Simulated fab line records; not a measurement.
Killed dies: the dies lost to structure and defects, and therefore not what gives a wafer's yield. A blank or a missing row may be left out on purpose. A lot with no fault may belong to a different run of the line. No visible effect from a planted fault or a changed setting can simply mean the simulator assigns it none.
Chamber matching    flow gf180mcu    4 sister chambers for GF_STI_CMP_25 on cmp-02
The step polishes, stops on Si3N4, t overpolish 33 s, target thk 524.6 nm. 14 wafers are shown with their chamber, then 7 later ones without.

WAFERS WITH THEIR CHAMBER
wafer   chamber  motor current A (A)  overpolish run s (s)  time to endpoint s (s)
L968.1  1        12.2                 33.015                120
L968.2  2        13.6                 32.997                123
L968.5  2        12.8                 33.000                117
L981.1  0        10.4                 33.010                123
L981.3  1        11.7                 32.987                122
L981.6  0        11.2                 32.992                123
L986.1  0        10.2                 33.002                119
L986.3  3        14.8                 33.009                121
L986.5  0        10.2                 33.002                115
L987.3  1        11.2                 32.995                119
L987.4  0        10.2                 33.003                126
L987.5  0        10.2                 33.002                123
L988.1  2        13.6                 32.987                120
L988.4  0        10.2                 33.024                123

SIGNATURES (means of the wafers above)
reading             chamber 0  chamber 1  chamber 2  chamber 3  scatter within a chamber
motor current A     10.371     11.700     13.333     14.800     0.42
overpolish run s    33.00500   32.99900   32.99467   33.00900   0.0105
time to endpoint s  121.71     120.33     120.00     121.00     3.16
Rule: a wafer lies at a distance from a chamber equal to the root of the sum of squares, over the readings, of (its reading less the chamber's mean, divided by the reading's scatter). If the next closest chamber is less than 2 further off than the closest, the wafer can't be placed; otherwise it belongs to the closest. How the scatter is found: for the shown wafers, subtract from each reading the mean of its chamber, square and add these, divide the total by (wafers less chambers), then take the root.

WAFERS MISSING THEIR CHAMBER
wafer   motor current A (A)  overpolish run s (s)  time to endpoint s (s)
L988.5  10.5                 32.987                119
L989.1  13.1                 33.014                121
L989.2  14.8                 32.991                127
L989.6  14.8                 32.997                127
L991.1  12.8                 33.004                117
L991.2  10.0                 33.008                120
L991.6  11.8                 33.000                116

CHAMBER TAKEN BY EACH
wafer   from the rows above      in truth
L988.5  can't be placed: 0 or 1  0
L989.1  can't be placed: 2 or 1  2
L989.2  can't be placed: 3 or 2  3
L989.6  can't be placed: 3 or 2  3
L991.1  can't be placed: 2 or 1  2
L991.2  0                        0
L991.6  1                        1
2 of 7 placed correctly. From these rows, 5 cannot be placed; in 5 the true chamber is one of the candidates. Number placed wrongly: 0.
